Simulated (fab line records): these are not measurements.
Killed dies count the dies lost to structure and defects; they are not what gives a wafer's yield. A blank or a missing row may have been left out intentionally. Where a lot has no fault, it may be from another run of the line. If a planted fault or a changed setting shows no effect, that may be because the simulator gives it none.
What tool caused it? | flow sky130 | 33 wafers from 11 lots sampled at 3 of the route's 708 steps

WHAT EACH GAUGE READ, for each wafer
SKY_SD_N_RS_MEAS_18: measures by four-point-probe.
lot  | measured     | on            | RES_XHIGH_RS (ohm/sq)
L691 | day 28 00:35 | film-metro-04 | 334.7 335.3 333.7
L692 | day 28 18:01 | film-metro-01 | 334.3 335.0 335.9
L694 | day 29 08:52 | film-metro-04 | 333.7 332.6 334.3
L695 | day 29 13:11 | film-metro-04 | 334.5 334.8 335.1
L696 | day 30 07:04 | film-metro-01 | 333.8 334.0 334.0
L698 | day 30 20:13 | film-metro-04 | 334.2 335.5 335.8
L699 | day 31 04:09 | film-metro-04 | 333.9 333.2 332.8
L705 | day 32 19:17 | film-metro-04 | 386.1 386.9 387.0
L707 | day 33 10:50 | film-metro-01 | 387.1 385.7 385.6
L712 | day 35 01:21 | film-metro-02 | 333.6 332.2 333.7
L713 | day 35 03:08 | film-metro-04 | 332.3 332.5 330.4

EACH LOT AND THE TOOL THAT RAN IT (in order: tool; ch and the chambers of the sampled wafers; start)
lot  | SKY_RES_XHIGH_IMPLANT_07        | SKY_RES_XHIGH_STRIP_08
L691 | implanter-02 ch 0, day 26 18:18 | plasma-asher-04 ch 1, day 26 18:27
L692 | implanter-01 ch 0, day 27 13:25 | plasma-asher-02 ch 0,1, day 27 13:32
L694 | implanter-02 ch 0, day 28 03:43 | plasma-asher-02 ch 0,1, day 28 03:51
L695 | implanter-02 ch 0, day 28 09:29 | plasma-asher-02 ch 0,1, day 28 09:38
L696 | implanter-02 ch 0, day 29 02:02 | plasma-asher-03 ch 0,1, day 29 02:11
L698 | implanter-02 ch 0, day 29 15:38 | plasma-asher-04 ch 0,1, day 29 15:47
L699 | implanter-01 ch 0, day 30 00:00 | plasma-asher-03 ch 1, day 30 00:09
L705 | implanter-02 ch 0, day 31 15:59 | plasma-asher-03 ch 0,1, day 31 16:08
L707 | implanter-02 ch 0, day 32 07:01 | plasma-asher-02 ch 0,1, day 32 07:10
L712 | implanter-01 ch 0, day 33 22:05 | plasma-asher-04 ch 0,1, day 33 22:13
L713 | implanter-01 ch 0, day 33 23:54 | plasma-asher-02 ch 0,1, day 34 00:03
- SKY_RES_XHIGH_IMPLANT_07
- SKY_RES_XHIGH_STRIP_08: strips in O2/N2.

THE ANSWER, worked out from the rows above alone
Rule: what is usual is taken from the lots themselves. Put in order of their means at a reading, lots are off if they are a third of the lots or fewer, leave a main group of 4 or more, and stand apart from it by a gap of 3 or more times the standard deviation of the main group's means; of several such gaps the widest counts. The tables above print the reading to a certain number of digits; a main group whose means all agree to those digits is not used. A lot without any number at a reading at which 4 lots or more have one is off too. All remaining lots with rows at the step are treated as sound.
Off: L705, L707, at SKY_SD_N_RS_MEAS_18 (RES_XHIGH_RS). Main group: mean 333.9 ohm/sq, sd 1.1.
If a tool, at a process step before that reading, ran all the lots that are off and no sound lot after the first of them, it fits. Gauges at SKY_SD_N_RS_MEAS_18: tried the same way as those tools. One fits: SKY_RES_XHIGH_IMPLANT_07 on implanter-02. Its last sound lot is L698 (day 29 15:38), its first lot that is off L705 (day 31 15:59): a fault that began between those two fits.

WHAT WAS PUT IN BY THE SIMULATOR
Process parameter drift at SKY_RES_XHIGH_IMPLANT_07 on implanter-02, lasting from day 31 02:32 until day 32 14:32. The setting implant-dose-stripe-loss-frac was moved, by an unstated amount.
Lots struck among those shown: L705, L707. This agrees with what the rule above found.
